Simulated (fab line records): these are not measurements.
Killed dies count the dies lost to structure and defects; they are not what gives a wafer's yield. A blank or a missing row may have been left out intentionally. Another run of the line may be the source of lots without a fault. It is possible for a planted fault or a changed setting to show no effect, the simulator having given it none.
Matching of chambers -- flow sky130 -- SKY_CONTACT_CMP_27 on cmp-02 has 4 sister chambers
The step polishes, stops on SiO2, t overpolish 15 s, target thk 0 nm. 27 wafers are shown with their chamber, then 12 later ones without.

== WAFERS WITH THEIR CHAMBER ==
wafer,chamber,motor current A (A),time to endpoint s (s),platen rpm (rpm)
L074.1,2,12.6,80,60.02
L074.2,1,10.5,80,60.03
L074.6,2,11.1,78,60.00
L076.2,1,10.6,80,60.04
L076.3,2,10.6,81,60.05
L076.6,0,10.7,82,60.01
L077.3,2,11.9,78,60.01
L077.5,0,11.6,81,60.00
L077.6,1,10.9,77,59.98
L082.1,2,11.2,85,59.95
L082.2,3,11.2,82,60.04
L082.5,1,10.9,79,60.05
L085.3,1,11.0,78,60.01
L085.4,0,10.8,80,59.94
L085.6,3,10.6,79,59.99
L086.4,1,11.3,82,60.01
L086.5,0,10.7,82,60.00
L086.6,3,11.3,85,60.06
L088.1,2,11.1,84,59.98
L088.2,3,11.6,84,59.98
L088.3,0,11.4,83,59.99
L087.2,3,10.5,79,60.07
L087.5,2,11.7,83,60.02
L087.6,1,11.1,80,60.05
L089.3,2,12.5,82,59.99
L089.4,1,11.4,80,59.91
L089.6,3,11.5,82,60.02

SIGNATURES (averages over the wafers above)
reading,chamber 0,chamber 1,chamber 2,chamber 3,scatter within a chamber
motor current A,11.040,10.963,11.588,11.117,0.513
time to endpoint s,81.60,79.50,81.38,81.83,2.08
platen rpm,59.9880,60.0100,60.0025,60.0267,0.037
Rule: for each reading, subtract the chamber's mean from the wafer's reading, divide by that reading's scatter and square the result; add these up over the readings and take the root, which gives the wafer's distance from the chamber. The wafer belongs to the nearest chamber; if the next one is less than 2 further off, it can't be placed. How the scatter is found: for the shown wafers, subtract from each reading the mean of its chamber, square and add these, divide the total by (wafers less chambers), then take the root.

== WAFERS WITH NO CHAMBER GIVEN ==
wafer,motor current A (A),time to endpoint s (s),platen rpm (rpm)
L091.1,11.8,82,60.01
L091.4,11.3,85,59.90
L091.5,11.1,82,60.03
L092.2,11.4,83,59.93
L092.5,11.3,81,60.01
L092.6,11.3,85,60.04
L096.1,11.0,76,59.98
L096.2,10.6,76,60.01
L096.4,11.1,75,60.00
L097.4,11.2,81,59.98
L097.5,10.4,80,60.04
L097.6,11.8,77,60.06

== WHICH CHAMBER EACH WENT THROUGH ==
wafer,from the rows above,in truth
L091.1,can't be placed: 2 or 3 or 0 or 1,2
L091.4,can't be placed: 0 or 2 or 3 or 1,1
L091.5,can't be placed: 3 or 0 or 2 or 1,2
L092.2,can't be placed: 0 or 2 or 3 or 1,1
L092.5,can't be placed: 2 or 3 or 0 or 1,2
L092.6,can't be placed: 3 or 2 or 0 or 1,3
L096.1,can't be placed: 1 or 0 or 2 or 3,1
L096.2,can't be placed: 1 or 0 or 3 or 2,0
L096.4,can't be placed: 1 or 0 or 2 or 3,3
L097.4,can't be placed: 0 or 2 or 1 or 3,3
L097.5,can't be placed: 1 or 3 or 0 or 2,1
L097.6,can't be placed: 1 or 2 or 3 or 0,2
Correct placement for 0 of the 12. From these rows, 12 cannot be placed; in 12 the true chamber is one of the candidates. Number placed wrongly: 0.
